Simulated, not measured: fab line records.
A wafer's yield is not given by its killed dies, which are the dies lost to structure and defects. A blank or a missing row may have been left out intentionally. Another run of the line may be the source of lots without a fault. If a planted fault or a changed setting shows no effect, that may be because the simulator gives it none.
fab line records    flow gf180mcu
[record] lots = 14  wafers = 40  last-day = 34
route steps=602 shown STI@24 POLY_GATE@169 NSD@246 SALICIDE@281
lots untouched by any fault: they come from a run of this same line in which no faults occurred
start-h: hours from the record's opening day to when the first of the lot's shown wafers began    wait-h: how many hours have passed since the lot's step before this one    " unchanged from the row above    L1.1+2: one row covering several wafers at once    - no value present, or no start provided    * or withheld: withheld    < > ~ a bound
route shown NAME@n: a module of which the file shows steps, and the number in the route of the first    usual: the fault-free wafers' mean and standard deviation    same: alike in all rows    chamber/n: place in a boat    sites: the reading at each site    _std_site: the standard deviation of these    _edge_site: outer sites' mean less inner sites'    radius-mm: for every site, how far away it sits from the centre of the wafer    mask NAME#n: copy n    behind: the last tool/chamber to shape the wafer    hold: cause of the lot's hold/its duration in hours/its outcome    device: which transistor (n, p or np) failed to switch    end of line: the same wafers' tests at the end of the route    a step without rows: its recipe alone    killed: dies that structure and defects cost at the first sort, which is not the same as the wafer's yield    map: a wafer's dies, marking killed ones x, the rest . and places with no die _
set.NAME: setting as actually run; set.NAME@STEP: the setting as run at that earlier step    model.NAME: the simulator's own value behind a step, which no gauge read
one table for each step of the route and one row for each wafer, over a sample of lots
services: a tool's chamber out of use, with start hour (start-h, from the record's first day; less than 0 if before it), hours out, and reason
[[steps]]
[step GF_STI_CVD_23]
[recipe] material = SiO2  target-thk-nm = 650  sigma-open-frac = 0.3  time-s = 108.3  temp-c = 600  sih4-flow-sccm = 60  pressure-mtorr = 6
lot.wafer   tool       chamber  start-h  wait-h
L920.3+5+6  hdpcvd-01  0,2,0    28.52    0.0
L921.1+4+5  hdpcvd-02  0,1,0    32.14    0.1
L922.1+2+6  hdpcvd-01  0,1,1    38.09    0.1
L923.1+4+6  hdpcvd-02  0,1,2    42.67    0.1
L924.2+5+6  hdpcvd-01  0,1,2    49.15    0.0
L925.1+5+6  hdpcvd-01  1,2,0    52.70    0.1
L926.2+5+6  hdpcvd-02  0,1,0    59.02    0.0
L928.1+5+6  hdpcvd-02  2,2,0    68.04    0.1
L931.1+6    hdpcvd-01  0,2      83.70    0.1
L932.4+6    hdpcvd-01  0,1      89.63    0.1
L938.1+2+3  hdpcvd-02  1,0,2    121.17   0.1
L939.1+3+4  hdpcvd-02  1,2,2    125.62   0.1
L940.2+3+5  hdpcvd-02  2,1,1    130.67   0.0
L943.2+5+6  hdpcvd-02  2,0,1    146.08   0.0
[step GF_STI_THK_MEAS_24]
[recipe] reads = SiO2_of_STI_CVD_23
[usual] STI_CVD_23_THK = 648/8.9
lot.wafer  tool           chamber  start-h  wait-h  STI_CVD_23_THK[nm]
L920.3     film-metro-04  -        28.62    0.1     634
L920.5     "              -        "        "       644
L920.6     "              -        "        "       633
L921.1     film-metro-02  -        32.21    0.0     646
L921.4     "              -        "        "       655
L921.5     "              -        "        "       646
L922.1     film-metro-01  -        38.17    0.0     637
L922.2     "              -        "        "       653
L922.6     "              -        "        "       658
L923.1     film-metro-01  -        42.75    0.0     654
L923.4     "              -        "        "       660
L923.6     "              -        "        "       655
L924.2     film-metro-04  -        49.23    0.0     636
L924.5     "              -        "        "       649
L924.6     "              -        "        "       645
L925.1     film-metro-04  -        52.78    0.0     641
L925.5     "              -        "        "       641
L925.6     "              -        "        "       631
L926.2     film-metro-02  -        59.11    0.0     656
L926.5     "              -        "        "       668
L926.6     "              -        "        "       648
L928.1     film-metro-04  -        68.12    0.0     645
L928.5     "              -        "        "       637
L928.6     "              -        "        "       639
L931.1     film-metro-01  -        83.77    0.0     640
L931.6     "              -        "        "       201
L932.4     film-metro-01  -        89.70    0.0     196
L932.6     "              -        "        "       210
L938.1     film-metro-01  -        121.24   0.0     641
L938.2     "              -        "        "       646
L938.3     "              -        "        "       631
L939.1     film-metro-02  -        125.69   0.0     655
L939.3     "              -        "        "       637
L939.4     "              -        "        "       643
L940.2     film-metro-01  -        130.76   0.0     649
L940.3     "              -        "        "       658
L940.5     "              -        "        "       658
L943.2     film-metro-04  -        146.16   0.0     653
L943.5     "              -        "        "       649
L943.6     "              -        "        "       658
[step GF_STI_CMP_25]
[recipe] stop-on = Si3N4  t-overpolish-s = 33  down-force-psi = 4  platen-rpm = 60  target-thk-nm = 524.6  pad-velocity-m-s = 0.94248
[usual] motor-current-A = 12.1/1.4  time-to-endpoint-s = 125/4.3
lot.wafer  tool    chamber  start-h  wait-h  motor-current-A  time-to-endpoint-s
L920.3     cmp-01  0        28.66    0.0     10.6             125
L920.5     "       0        "        "       10.6             127
L920.6     "       1        "        "       11.3             124
L921.4     cmp-01  2        32.47    0.2     11.4             123
L921.1     "       3        "        "       14.4             121
L921.5     "       0        "        "       11.5             123
L922.1     cmp-01  1        38.23    0.1     11.4             125
L922.2     "       3        "        "       13.8             126
L922.6     "       1        "        "       10.8             130
L923.1     cmp-01  0        42.81    0.1     10.6             134
L923.4     "       2        "        "       11.6             132
L923.6     "       0        "        "       11.7             131
L924.2     cmp-01  0        49.47    0.2     11.2             123
L924.6     "       3        "        "       14.7             125
L924.5     "       0        "        "       11.6             125
L925.1     cmp-01  2        52.94    0.1     11.0             123
L925.6     "       0        "        "       11.2             125
L925.5     "       1        "        "       11.4             120
L926.2     cmp-01  2        59.26    0.1     10.9             126
L926.5     "       0        "        "       11.6             130
L926.6     "       1        "        "       11.4             118
L928.1     cmp-01  2        68.28    0.1     11.4             122
L928.5     "       0        "        "       10.8             120
L928.6     "       1        "        "       11.2             121
L931.1     cmp-02  2        83.88    0.1     11.9             131
L931.6     "       1        "        "       11.6             42
L932.4     cmp-02  2        89.88    0.2     12.3             39
L932.6     "       3        "        "       11.9             38
L938.2     cmp-01  2        121.30   0.0     11.0             120
L938.3     "       3        "        "       14.8             120
L938.1     "       0        "        "       10.6             124
L939.3     cmp-01  3        125.75   0.0     13.9             118
L939.4     "       0        "        "       10.9             129
L939.1     "       1        "        "       11.1             124
L940.3     cmp-02  3        130.81   0.0     12.1             121
L940.2     "       0        "        "       14.6             122
L940.5     "       0        "        "       14.8             120
L943.2     cmp-01  3        146.21   0.0     14.3             128
L943.5     "       3        "        "       13.9             127
L943.6     "       0        "        "       11.0             130
[step GF_POLY_GATE_ETCH_12]
[recipe] chemistry = N2/H2  target-depth-a = withheld  overetch-a = withheld  time-s = withheld  target = BARC  ion-energy-ev = 200  source-w = 500  bias-w = 100  pressure-mtorr = 30  n2-flow-sccm = 100  h2-flow-sccm = 200
[usual] drypump-motor-current-A = 5.8/0.35  oes-product-au = 0.736/0.0044  throttle-valve-pct = 13.214/0.0086
lot.wafer  tool         chamber  start-h  wait-h  drypump-motor-current-A  oes-product-au  throttle-valve-pct
L920.3     rie-diel-02  2        196.07   0.0     6.2                      0.742           13.210
L920.5     "            1        "        "       6.0                      0.732           13.236
L920.6     "            2        "        "       6.2                      0.726           13.201
L921.1     rie-diel-02  1        204.02   0.0     6.0                      0.735           13.219
L921.4     "            0        "        "       6.1                      0.730           13.224
L921.5     "            0        "        "       6.1                      0.738           13.199
L922.1     rie-diel-01  1        211.85   0.0     5.8                      0.735           13.214
L922.2     "            3        "        "       5.8                      0.739           13.216
L922.6     "            0        "        "       5.3                      0.740           13.220
L923.1     rie-diel-01  2        214.41   0.0     6.5                      0.738           13.209
L923.4     "            3        "        "       5.7                      0.737           13.227
L923.6     "            3        "        "       5.8                      0.737           13.231
L924.2     rie-diel-01  1        225.96   0.0     5.9                      0.742           13.200
L924.5     "            1        "        "       5.8                      0.733           13.211
L924.6     "            0        "        "       5.3                      0.739           13.227
L925.1     rie-diel-02  1        232.42   0.0     6.0                      0.742           13.217
L925.5     "            1        "        "       6.0                      0.736           13.207
L925.6     "            2        "        "       6.2                      0.742           13.204
L926.2     rie-diel-02  3        238.66   0.0     5.6                      0.745           13.200
L926.5     "            0        "        "       6.1                      0.740           13.231
L926.6     "            3        "        "       5.6                      0.737           13.223
L928.1     rie-diel-02  0        254.11   0.0     6.1                      0.731           13.220
L928.5     "            2        "        "       6.3                      0.734           13.217
L928.6     "            3        "        "       5.6                      0.732           13.209
L931.1     rie-diel-01  0        273.41   0.0     5.3                      0.732           13.217
L938.1     rie-diel-02  0        325.36   0.0     6.1                      0.731           13.218
L938.2     "            2        "        "       6.2                      0.735           13.209
L938.3     "            1        "        "       6.0                      0.731           13.218
L939.1     rie-diel-01  1        331.92   0.0     5.8                      0.740           13.215
L939.3     "            0        "        "       5.3                      0.734           13.219
L939.4     "            2        "        "       6.4                      0.738           13.214
L940.2     rie-diel-02  0        339.06   0.0     6.1                      0.740           13.210
L940.3     "            2        "        "       6.2                      0.737           13.214
L940.5     "            2        "        "       6.2                      0.732           13.227
L943.2     rie-diel-01  2        359.06   0.0     6.4                      0.730           13.213
L943.5     "            3        "        "       5.8                      0.737           13.209
L943.6     "            2        "        "       6.4                      0.735           13.208
[step GF_NSD_STRIP_11]
[recipe] chemistry = O2/N2  power-w = 1400  pressure-mtorr = 1500  platen-temp-c = 250  o2-flow-sccm = 3000  n2-flow-sccm = 300  overash-fraction = 0.5
[usual] drypump-motor-current-A = 5.5/0.3  heater-power-w = 327/9  oes-product-au = 0.487/0.0047  strip-time-to-endpoint-s = 22.968/0.027
lot.wafer  tool             chamber  start-h  wait-h  drypump-motor-current-A  heater-power-w  oes-product-au  rf-hours-counter-h  strip-time-to-endpoint-s
L920.3     plasma-asher-04  1        295.95   0.1     5.6                      331             0.483           -                   22.993
L920.5     "                0        "        "       5.2                      329             0.489           -                   22.987
L920.6     "                1        "        "       5.6                      346             0.491           -                   22.969
L921.1     plasma-asher-03  1        305.41   0.1     6.2                      335             0.476           51                  22.971
L921.4     "                0        "        "       5.4                      339             0.493           -                   23.006
L921.5     "                0        "        "       5.4                      336             0.486           -                   22.989
L922.1     plasma-asher-01  0        313.26   0.1     5.5                      313             0.484           69                  23.017
L922.2     "                1        "        "       5.3                      328             0.486           69                  23.004
L922.6     "                0        "        "       5.5                      315             0.490           -                   23.037
L923.1     plasma-asher-01  1        317.27   0.1     5.3                      324             0.482           70                  22.962
L923.4     "                0        "        "       5.5                      313             0.485           -                   22.975
L923.6     "                1        "        "       5.3                      327             0.487           -                   22.981
L924.2     plasma-asher-01  1        332.22   0.1     5.3                      335             0.490           71                  22.982
L924.5     "                1        "        "       5.3                      328             0.486           -                   22.962
L924.6     "                0        "        "       5.5                      320             0.480           -                   22.946
L925.1     plasma-asher-01  1        338.02   0.2     5.3                      333             0.490           72                  22.969
L925.5     "                1        "        "       5.3                      333             0.485           -                   22.990
L925.6     "                0        "        "       5.6                      317             0.485           -                   22.922
L926.2     plasma-asher-03  1        346.67   0.1     6.2                      334             0.482           56                  22.887
L926.5     "                0        "        "       5.4                      327             0.489           -                   22.931
L926.6     "                1        "        "       6.2                      338             0.486           -                   22.947
L928.1     plasma-asher-01  1        368.16   0.1     5.3                      325             0.490           74                  23.006
L928.5     "                1        "        "       5.3                      317             0.480           -                   22.993
L928.6     "                0        "        "       5.5                      305             0.483           -                   23.047
L931.1     plasma-asher-04  1        390.71   0.1     5.6                      335             0.479           29                  22.947
L938.1     plasma-asher-01  1        448.71   0.1     5.3                      321             0.492           84                  22.993
L938.2     "                0        "        "       5.5                      321             0.496           84                  22.933
L938.3     "                0        "        "       5.5                      319             0.488           -                   22.933
L939.1     plasma-asher-03  1        454.56   0.1     6.2                      342             0.481           68                  22.957
L939.3     "                1        "        "       6.2                      339             0.483           -                   23.000
L939.4     "                0        "        "       5.4                      333             0.489           -                   23.021
L940.2     plasma-asher-01  1        460.86   0.1     5.3                      318             0.497           86                  22.975
L940.3     "                1        "        "       5.3                      332             0.488           -                   22.958
L940.5     "                1        "        "       5.3                      325             0.491           -                   22.977
L943.2     plasma-asher-04  0        485.51   0.1     5.2                      335             0.486           40                  22.966
L943.5     "                1        "        "       5.6                      330             0.483           -                   22.946
L943.6     "                0        "        "       5.2                      323             0.488           -                   22.945
[step GF_SALICIDE_SPUTTER_03]
[recipe] material = TiN  target-thk-nm = 20  power-w = 6500  time-s = 16.7  chamber-pressure-pa = 0.4
[usual] throttle-valve-pct = 29.9/0.81
lot.wafer  tool            chamber  start-h  wait-h  throttle-valve-pct
L920.3     pvd-sputter-01  -        339.59   0.0     30.7
L920.5     "               -        "        "       29.5
L920.6     "               -        "        "       30.7
L921.1     pvd-sputter-01  -        348.84   0.0     29.6
L921.4     "               -        "        "       29.4
L921.5     "               -        "        "       29.0
L922.1     pvd-sputter-03  -        358.06   0.0     29.2
L922.2     "               -        "        "       29.4
L922.6     "               -        "        "       29.7
L923.1     pvd-sputter-01  -        361.29   0.0     29.6
L923.4     "               -        "        "       29.3
L923.6     "               -        "        "       29.0
L924.2     pvd-sputter-01  -        376.03   0.0     29.4
L924.5     "               -        "        "       30.6
L924.6     "               -        "        "       29.5
L925.1     pvd-sputter-03  -        383.48   0.0     31.1
L925.5     "               -        "        "       29.2
L925.6     "               -        "        "       29.7
L926.2     pvd-sputter-03  -        392.28   0.0     30.0
L926.5     "               -        "        "       29.4
L926.6     "               -        "        "       29.9
L928.1     pvd-sputter-01  -        415.44   0.0     30.9
L928.5     "               -        "        "       30.8
L928.6     "               -        "        "       29.5
L931.1     pvd-sputter-02  -        439.27   0.0     30.6
L938.1     pvd-sputter-02  -        497.30   0.0     30.2
L938.2     "               -        "        "       31.8
L938.3     "               -        "        "       30.7
L939.1     pvd-sputter-03  -        503.08   0.0     31.0
L939.3     "               -        "        "       29.4
L939.4     "               -        "        "       30.2
L940.2     pvd-sputter-03  -        509.53   0.0     29.0
L940.3     "               -        "        "       30.8
L940.5     "               -        "        "       29.4
L943.2     pvd-sputter-01  -        532.89   0.0     29.7
L943.5     "               -        "        "       29.1
L943.6     "               -        "        "       29.7
[[services]]
tool             chamber  start-h  hours  kind
rie-diel-02      3        15.66    15.5   repair
rie-diel-02      0        57.00    5.0    repair
hdpcvd-02        2        77.84    4.7    repair
cmp-01           -        89.43    4.5    repair
cmp-01           -        112.27   0.9    repair
cmp-01           -        138.04   1.5    repair
cmp-01           -        214.96   0.9    repair
cmp-01           -        230.83   1.4    repair
cmp-01           -        232.18   4.0    pm
cmp-01           -        237.66   2.0    repair
rie-diel-02      -        277.14   0.4    repair
cmp-01           -        279.08   6.0    pm
hdpcvd-02        2        282.68   4.3    repair
cmp-01           -        289.72   0.5    repair
plasma-asher-01  -        322.29   3.9    repair
rie-diel-02      2        344.41   14.2   repair
hdpcvd-02        1        360.36   3.8    repair
hdpcvd-02        -        363.51   14.6   pm
cmp-01           -        369.05   3.4    repair
cmp-01           -        377.26   3.3    pm
plasma-asher-01  -        384.36   4.9    repair
plasma-asher-01  -        386.80   0.4    repair
rie-diel-02      -        390.64   0.6    repair
cmp-01           -        477.91   0.9    repair
[[key]]
[first-sign] step = GF_STI_THK_MEAS_24  reading = STI_CVD_23_THK  direction = down  sigmas = 50  usual = 648  struck = 203
[effect] step = GF_STI_CMP_25  reading = time-to-endpoint-s  direction = down  sigmas = 20  usual = *  struck = *
met-at GF_STI_CVD_23
struck-lots L931,L932
struck-wafers L931.6,L932.4,L932.6
later-rows-left-out L931.6,L932.4,L932.6
sort-left-out L931.6,L932.4,L932.6
tester-left-out L931,L932
not-acting-at GF_POLY_GATE_ETCH_12,GF_NSD_STRIP_11,GF_SALICIDE_SPUTTER_03
onset-between 52.70 83.70
[fault] kind = process-parameter-drift  tool = hdpcvd-01  chamber = -  onset-h = 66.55  steps = GF_STI_CVD_23  channel = target-thk-nm  offset = -434.98  shape = step  end-h = 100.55  scope = struck-wafers-only  acts-in = these-recipes-only  stated = 650
// tester-left-out: of these lots the tester's yield and bins aren't shown, on N5 and GAA mostly nor the transistor test; their killed dies are dies lost to structure and defects alone, not to doping, threshold or leakage, so they don't give the yield
// sort-left-out: the simulated sort isn't trusted on such a fault, so these wafers' sort isn't shown, and their yield isn't known
// later-rows-left-out: the simulator's readings of these wafers behind a module that went badly wrong aren't trusted and aren't shown, but for the sort
